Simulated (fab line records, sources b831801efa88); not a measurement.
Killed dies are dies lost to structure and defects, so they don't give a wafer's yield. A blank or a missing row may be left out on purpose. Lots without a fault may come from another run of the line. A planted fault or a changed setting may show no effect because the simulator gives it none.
A struck lot beside a sound one | flow gf180mcu | 15 steps out of a route of 602
Sound: wafers L213.4, L213.5, L213.6. Struck: wafers L222.1, L222.4, L222.6. The cause comes at the end.
At each step with rows: each side's tool, then ch and its chambers, then its first start. Under that, the readings that differ: sound wafers | struck wafers | difference of the means | sigmas: that difference in standard deviations of wafers without a fault.
alike: readings whose means differ by less than 2 such deviations, and words and numbers that are the same on both sides. not compared: withheld readings, readings that some wafer has no value for, bounds like >300 that may hide the same value, and numbers for which the record gives no deviation and whose values overlap.
The two part at a step that has a row with sigmas, a row that says differs or no value, or rows on one side only. Numbers that don't overlap but have no deviation are shown without sigmas and don't part them. A reading that every wafer of one side lacks parts them only if that side has two wafers or more.

first, 2 steps without rows for these wafers: GF_DNWELL_DEVELOP_06 (develop time 60 s); GF_DNWELL_IMPLANT_07.
GF_DNWELL_STRIP_08: strips in O2/N2.
  sound on plasma_asher-02 ch 0,1, day 3 04:10; struck on plasma_asher-03 ch 1, day 5 05:07
  alike: drypump_motor_current_A, heater_power_w, oes_product_au, strip_time_to_endpoint_s
  not compared: rf_hours_counter_h
GF_DNWELL_TW_MEAS_09:
  sound on film_metro-03, day 3 04:15; struck on film_metro-03, day 5 05:13
  alike: DNWELL_TW
then, 7 steps without rows for these wafers: GF_NWELL_DEHYDRATE_00 (time 60 s); GF_NWELL_HMDS_01 (prime time 60 s); GF_NWELL_COAT_02 (resist thk 3000 nm); GF_NWELL_SOFTBAKE_03; GF_NWELL_EXPOSE_04 (exposes mask Nwell, target cd 860 nm); GF_NWELL_PEB_05; GF_NWELL_DEVELOP_06 (develop time 60 s).
GF_NWELL_OVL_MEAS_07:
  sound on overlay-01, day 3 16:52; struck on overlay-02, day 5 19:35
  alike: NWELL_OVL
GF_NWELL_IMPLANT_08:
  sound on implanter-01 ch 0, day 3 16:58; struck on implanter-01 ch 0, day 5 19:38
  reading                   | sound                | struck               | difference | sigmas
  beam_energy_keV           | 450.02 450.15 450.02 | 464.46 464.68 464.88 | +14.61     | +99 or more
  model.implant.drp_nm (nm) | 123.9 123.9 123.9    | 125.8 125.8 125.8    | +1.9       |
then, 1 step without rows for these wafers: GF_NWELL_IMPLANT_09.
GF_PASSIVATION_PROBE_99:
  the record has rows for the sound wafers here (prober-02, day 29 13:24) and none for the struck ones

WHERE THEY PART
First at GF_NWELL_IMPLANT_08; last, within this record, at GF_PASSIVATION_PROBE_99.

WHY: what the simulator had put in
Process parameter drift: implanter-01, from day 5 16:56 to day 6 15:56, at GF_NWELL_IMPLANT_08. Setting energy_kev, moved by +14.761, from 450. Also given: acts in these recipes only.
